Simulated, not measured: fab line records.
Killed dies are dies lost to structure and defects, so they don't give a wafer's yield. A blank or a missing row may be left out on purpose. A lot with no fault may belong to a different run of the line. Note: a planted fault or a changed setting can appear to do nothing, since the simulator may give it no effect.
Code-filled problem report in 8D (eight disciplines) form	flow gf180mcu	the parts of the form that need people (team, actions taken, sign-off) are left out

== 1. WHAT WENT WRONG ==
Mean POLY_GATE_CVD_00_THK at GF_POLY_GATE_THK_MEAS_01: 390.1 nm over 6 wafers in 2 lots; fault-free wafers: 199.4 nm, standard deviation 2.2. That puts it +87 standard deviations away from the usual mean.
First observed at day 14 06:01: wafer L107.4, on filmMetro-02. The record holds 36 wafers of 12 lots with a number at this step. Rule for "out", or "out of limits": more than 4 standard deviations from the usual mean. Any other wafer with a number is counted as sound.

== 2. WHAT IT IS, AND WHAT IT ISN'T ==
question	is	is not
which readings at this step	POLY_GATE_CVD_00_THK	-
which lots	L107, L108	L103, L106, L110, L987, L989, L991, L992, L994, L997, L998
which wafers of those lots	all that have a number	-
read on which gauges	filmMetro-02	filmMetro-01, filmMetro-04
when	from day 14 06:01	up to then (27 sound wafers); but 3 sound wafers of L110 came after

== 3. WHAT RULES OUT EACH SUSPECT ==
Counting: a tool stays on the suspect list if, at a process step up to the reading, it processed all lots that are out and no sound lot following the first of them.
- ruled out: the gauge at GF_POLY_GATE_THK_MEAS_01. All the wafers that are out were read on filmMetro-02, but those of them that GF_POLY_GATE_CVD_00 has rows for are out there too, on other tools.
- lpcvd-02 at GF_POLY_GATE_CVD_00 (deposits poly-Si, target thk 200 nm, time 1200 s): kept. Every lot that is out went through it, starting with L107 (day 14 04:40), and after that it ran no sound lot; the last sound lot it ran before then is L106 (day 13 22:38). Its own spikeTcBottomC, spikeTcCentreC, spikeTcLowerC, spikeTcTopC, spikeTcUpperC, susceptorTempC, zonePowerLowerPct readings are out on those wafers.
After counting, what remains is lpcvd-02 at GF_POLY_GATE_CVD_00.

== 4. THE CAUSE (what the simulator had put in) ==
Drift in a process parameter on lpcvd-02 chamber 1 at GF_POLY_GATE_CVD_00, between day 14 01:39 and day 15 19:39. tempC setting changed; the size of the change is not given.
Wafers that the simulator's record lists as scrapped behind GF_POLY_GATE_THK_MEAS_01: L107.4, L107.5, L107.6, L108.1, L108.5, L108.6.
Only this tool survived the counting.

== 5. THE EFFECT CHAIN, in route order ==
Rows list readings where the struck wafers' mean (over those with a number) sits beyond 3 standard deviations from the usual. Only readings whose record carries a usual standard deviation are examined. hours: median over the lots of the time between each lot's start at the first step of this table that gives one and its start at this step. sigmas: the change, counted in usual standard deviations.
hours	step	reading	usual	on struck wafers	change	sigmas
0	GF_POLY_GATE_CVD_00	spikeTcBottomC	643 C	677	+34	+8.2
0	GF_POLY_GATE_CVD_00	spikeTcCentreC	621.1 C	652.8	+31.7	+23
0	GF_POLY_GATE_CVD_00	spikeTcLowerC	620.3 C	650.2	+30.0	+27
0	GF_POLY_GATE_CVD_00	spikeTcTopC	638.3 C	668.7	+30.4	+18
0	GF_POLY_GATE_CVD_00	spikeTcUpperC	619.2 C	650.0	+30.8	+16
0	GF_POLY_GATE_CVD_00	susceptorTempC	619.9 C	651.0	+31.1	+99 or more
0	GF_POLY_GATE_CVD_00	zonePowerLowerPct	8.91 %	10.05	+1.14	+6.0
1	GF_POLY_GATE_THK_MEAS_01	POLY_GATE_CVD_00_THK	199.4 nm	390.1	+190.7	+87
Its process steps:
- GF_POLY_GATE_CVD_00: deposits poly-Si, target thk 200 nm, time 1200 s.

== 6. WHAT WOULD HAVE CAUGHT IT SOONER ==
Counted from the fault's start at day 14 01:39, it took 4 hours until the first out-of-limits reading at a measuring or inspecting step in this record, taken at day 14 06:01.
The tool's own readings at GF_POLY_GATE_CVD_00 were out on every struck wafer that the step has a row for (spikeTcBottomC, spikeTcCentreC, spikeTcLowerC, spikeTcTopC, spikeTcUpperC, susceptorTempC, zonePowerLowerPct): an alarm limit on them would have fired on the first of those.
Lots out: 2; of these, L108 started GF_POLY_GATE_CVD_00 on lpcvd-02 after day 14 06:01. A tool hold placed at that time would have kept it from harm.
